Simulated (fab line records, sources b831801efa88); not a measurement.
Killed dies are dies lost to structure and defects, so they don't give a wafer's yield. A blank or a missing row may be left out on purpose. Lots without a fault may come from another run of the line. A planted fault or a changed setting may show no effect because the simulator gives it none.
Chamber matching | flow sky130 | SKY_VIA2_ETCH_14 on rie_diel-03: 4 sister chambers
The step etches BARC in N2/H2, stops on SiO2, time 45.9 s, target depth 60 nm. 4 wafers are shown with their chamber, then 10 later ones without.

WAFERS WITH THEIR CHAMBER
wafer  | chamber | drypump_motor_current_A (A)
L085.1 | 1       | 5.1
L087.4 | 3       | 5.2
L089.2 | 2       | 5.5
L089.5 | 0       | 5.6

WAFERS WITHOUT THEIR CHAMBER
wafer  | drypump_motor_current_A (A)
L089.6 | 5.0
L091.2 | 5.5
L091.3 | 5.2
L091.5 | 5.6
L095.1 | 5.5
L095.5 | 5.6
L095.6 | 5.1
L096.1 | 5.1
L096.2 | 5.2
L096.6 | 5.2

WHICH CHAMBER EACH WENT THROUGH
wafer  | from the rows above | in truth
L089.6 | 1                   | 1
L091.2 | 2                   | 2
L091.3 | 3                   | 3
L091.5 | 0                   | 0
L095.1 | 2                   | 2
L095.5 | 0                   | 0
L095.6 | 1                   | 1
L096.1 | 1                   | 1
L096.2 | 3                   | 3
L096.6 | 3                   | 3
Placed correctly: 10 of 10. Can't be placed from these rows: 0. Placed wrongly: 0.
How it was worked out, from the rows above alone: a wafer's distance from a chamber is the root of the sum, over the readings, of the square of ((its reading less the chamber's mean) divided by the reading's scatter). The wafer belongs to the nearest chamber; if the next one is less than 2 further off, it can't be placed. A chamber's mean is the mean of its shown wafers. The scatter: with one shown wafer a chamber, the root of the mean of the squares of how far each hidden wafer lies from its nearest shown one.
